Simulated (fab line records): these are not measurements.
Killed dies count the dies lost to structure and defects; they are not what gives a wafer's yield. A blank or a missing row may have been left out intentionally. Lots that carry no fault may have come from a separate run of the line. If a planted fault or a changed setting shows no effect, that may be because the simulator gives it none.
Which tool is to blame?    flow sky130    39 wafers from 13 lots sampled at 6 of the route's 708 steps

## WHAT THE GAUGES SHOWED, per wafer
SKY_VT_ADJUST_HVTP_CD_MEAS_07: the cd target is 380 nm.
lot   measured      on         cd nm (nm)
L868  day 6 10:31   cd sem-02  376.4 379.6 376.6
L870  day 6 19:01   cd sem-02  380.2 380.9 378.6
L872  day 7 12:33   cd sem-01  - - -
L873  day 7 18:38   cd sem-01  386.4 384.1 383.6
L881  day 9 16:35   cd sem-02  377.0 374.8 376.6
L883  day 10 13:01  cd sem-02  383.0 381.1 383.4
L884  day 10 16:53  cd sem-02  381.4 382.8 380.2
L885  day 10 17:32  cd sem-02  383.9 382.0 383.5
L886  day 11 02:43  cd sem-01  381.4 381.5 384.1
L887  day 11 08:17  cd sem-01  379.7 378.9 379.4
L888  day 11 13:26  cd sem-02  374.8 380.1 378.5
L889  day 11 18:41  cd sem-02  378.5 376.2 378.0
L890  day 12 15:29  cd sem-01  382.2 382.2 383.0

SKY_VT_ADJUST_HVTP_TW_MEAS_11.
lot   measured      on             VT_ADJUST_HVTP_TW
L868  day 6 10:54   film metro-04  1365 1368 1373
L870  day 6 19:24   film metro-02  1346 1342 1352
L872  day 7 12:57   film metro-02  30 30 30
L873  day 7 19:01   film metro-02  1350 1354 1354
L881  day 9 16:58   film metro-02  1358 1360 1360
L883  day 10 13:23  film metro-01  1358 1357 1353
L884  day 10 17:17  film metro-01  1363 1355 1357
L885  day 10 17:56  film metro-01  1358 1355 1360
L886  day 11 03:07  film metro-01  1370 1364 1361
L887  day 11 08:41  film metro-02  1350 1351 1345
L888  day 11 13:49  film metro-01  1357 1354 1356
L889  day 11 19:05  film metro-02  1357 1353 1361
L890  day 12 15:53  film metro-04  1340 1349 1347

SKY_POLY_GATE_CD_MEAS_22.
lot   measured      on         cd nm (nm)
L868  day 16 22:58  cd sem-01  150.0 147.8 151.0
L870  day 17 07:30  cd sem-01  148.1 151.4 149.4
L872  day 18 10:29  cd sem-02  153.9 149.2 147.8
L873  day 18 22:08  cd sem-02  155.2 151.2 151.6
L881  day 21 12:59  cd sem-02  149.8 145.7 146.4
L883  day 22 17:50  cd sem-01  149.8 150.1 148.5
L884  day 22 22:11  cd sem-01  152.1 153.2 151.7
L885  day 23 02:55  cd sem-01  149.9 151.1 150.3
L886  day 23 10:48  cd sem-01  146.4 148.0 148.4
L887  day 23 18:54  cd sem-02  150.9 147.3 148.5
L888  day 24 07:07  cd sem-01  150.3 151.9 151.1
L889  day 24 12:20  cd sem-02  150.2 147.1 150.6
L890  day 25 10:20  cd sem-01  150.2 151.7 150.2

SKY_LDD_LDN_OVL_MEAS_07.
lot   measured      on          LDD_LDN_OVL (nm)
L868  day 23 09:11  overlay-02  -3.3 -3.5 -1.7
L870  day 23 17:42  overlay-02  -0.8 -0.3 -1.3
L872  day 24 22:20  overlay-01  0.2 -1.4 -1.3
L873  day 25 07:33  overlay-01  2.4 1.6 0.1
L881  day 27 18:15  overlay-01  1.4 2.3 0.6
L883  day 28 22:37  overlay-02  0.1 -0.3 0.4
L884  day 29 01:47  overlay-02  0.3 -0.9 -0.2
L885  day 29 06:20  overlay-02  -1.5 -1.5 -2.1
L886  day 29 14:00  overlay-02  -0.6 0.5 -1.5
L887  day 29 21:29  overlay-01  2.1 -0.3 1.3
L888  day 30 08:08  overlay-01  -1.3 -3.2 -1.9
L889  day 30 13:23  overlay-02  2.0 1.5 1.0
L890  day 31 11:29  overlay-01  -2.4 -1.2 0.2

## TOOL THAT RAN EACH LOT (tool first, then ch and the chambers of the sampled wafers, then the start)
lot   SKY_VT_ADJUST_HVTP_EXPOSE_04         SKY_POLY_GATE_ETCH_15
L868  iline stepper-02 ch 0, day 6 01:45   rie diel-03 ch 1,2,3, day 16 20:08
L870  iline stepper-02 ch 0, day 6 10:00   rie diel-04 ch 0,1,2, day 17 05:38
L872  iline stepper-01 ch 0, day 7 02:47   rie diel-03 ch 1,2,3, day 18 07:27
L873  iline stepper-02 ch 0, day 7 09:00   rie diel-02 ch 1,2, day 18 20:23
L881  iline stepper-02 ch 0, day 9 05:37   rie diel-02 ch 1,3, day 21 11:11
L883  iline stepper-01 ch 0, day 10 01:52  rie diel-03 ch 1,2, day 22 16:03
L884  iline stepper-01 ch 0, day 10 05:14  rie diel-04 ch 1,2, day 22 20:11
L885  iline stepper-02 ch 0, day 10 05:58  rie diel-03 ch 2,3, day 23 01:11
L886  iline stepper-01 ch 0, day 10 16:06  rie diel-04 ch 0,3, day 23 09:02
L887  iline stepper-02 ch 0, day 10 20:58  rie diel-04 ch 0,1,3, day 23 17:08
L888  iline stepper-02 ch 0, day 11 02:19  rie diel-04 ch 0,1, day 24 05:20
L889  iline stepper-01 ch 0, day 11 07:13  rie diel-02 ch 0,3, day 24 10:26
L890  iline stepper-02 ch 0, day 12 03:16  rie diel-04 ch 2,3, day 25 06:30
- SKY_VT_ADJUST_HVTP_EXPOSE_04: exposes mask HVTPM, target cd 380 nm.
- SKY_POLY_GATE_ETCH_15: etches BARC in N2/H2, stops on SiO2, time 118.5 s, target depth 110 nm.

## WHAT THE TOOLS THEMSELVES READ (means of the sampled wafers that have a number; where no wafer has one, the mark that the record gives instead)
SKY_VT_ADJUST_HVTP_EXPOSE_04.
lot   tool              stage vel mm s (mm/s)
L868  iline stepper-02  499.95
L870  iline stepper-02  499.90
L872  iline stepper-01  500.05
L873  iline stepper-02  500.04
L881  iline stepper-02  500.36
L883  iline stepper-01  500.13
L884  iline stepper-01  499.85
L885  iline stepper-02  500.30
L886  iline stepper-01  499.45
L887  iline stepper-02  500.28
L888  iline stepper-02  500.12
L889  iline stepper-01  500.36
L890  iline stepper-02  499.86

SKY_POLY_GATE_ETCH_15.
lot   tool         drypump motor current A (A)  oes product au (a.u.)  throttle valve pct (%)
L868  rie diel-03  5.3                          0.715                  13.210
L870  rie diel-04  5.7                          0.718                  13.210
L872  rie diel-03  5.3                          0.713                  13.211
L873  rie diel-02  5.9                          0.718                  13.210
L881  rie diel-02  5.5                          0.717                  13.213
L883  rie diel-03  5.3                          0.718                  13.208
L884  rie diel-04  5.6                          0.716                  13.212
L885  rie diel-03  5.1                          0.718                  13.221
L886  rie diel-04  5.5                          0.717                  13.219
L887  rie diel-04  5.6                          0.718                  13.208
L888  rie diel-04  5.7                          0.716                  13.207
L889  rie diel-02  5.9                          0.711                  13.200
L890  rie diel-04  5.5                          0.720                  13.219

## THE ANSWER, worked out from the rows above alone
Rule: usual is defined by the lots themselves. Put in order of their means at a reading, lots are off if they are a third of the lots or fewer, leave a main group of 4 or more, and stand apart from it by a gap of 3 or more times the standard deviation of the main group's means; of several such gaps the widest counts. Not used: any main group whose means are identical at the precision the tables above print for the reading. A lot without any number at a reading at which 4 lots or more have one is off too. All remaining lots with rows at the step are treated as sound. Order of review: gauges by route order, followed by the tools' own readings, for which a lot's mean as printed above is used. At the first step where some lot is off, the reading lying furthest off is the one used; lots without a number count as furthest.
Off, at SKY_VT_ADJUST_HVTP_CD_MEAS_07 on cd nm: L872. Without a number there: L872. The main group has a mean of 380.4 nm with a standard deviation of 2.6.
If a tool, at a process step before that reading, ran all the lots that are off and no sound lot after the first of them, it fits. Not tried: the gauges at SKY_VT_ADJUST_HVTP_CD_MEAS_07; whatever is off there is also off at SKY_VT_ADJUST_HVTP_TW_MEAS_11, on other tools, and gauge error can't account for it. No candidate that was tried fits.

## WHAT THE SIMULATOR HAD PUT IN
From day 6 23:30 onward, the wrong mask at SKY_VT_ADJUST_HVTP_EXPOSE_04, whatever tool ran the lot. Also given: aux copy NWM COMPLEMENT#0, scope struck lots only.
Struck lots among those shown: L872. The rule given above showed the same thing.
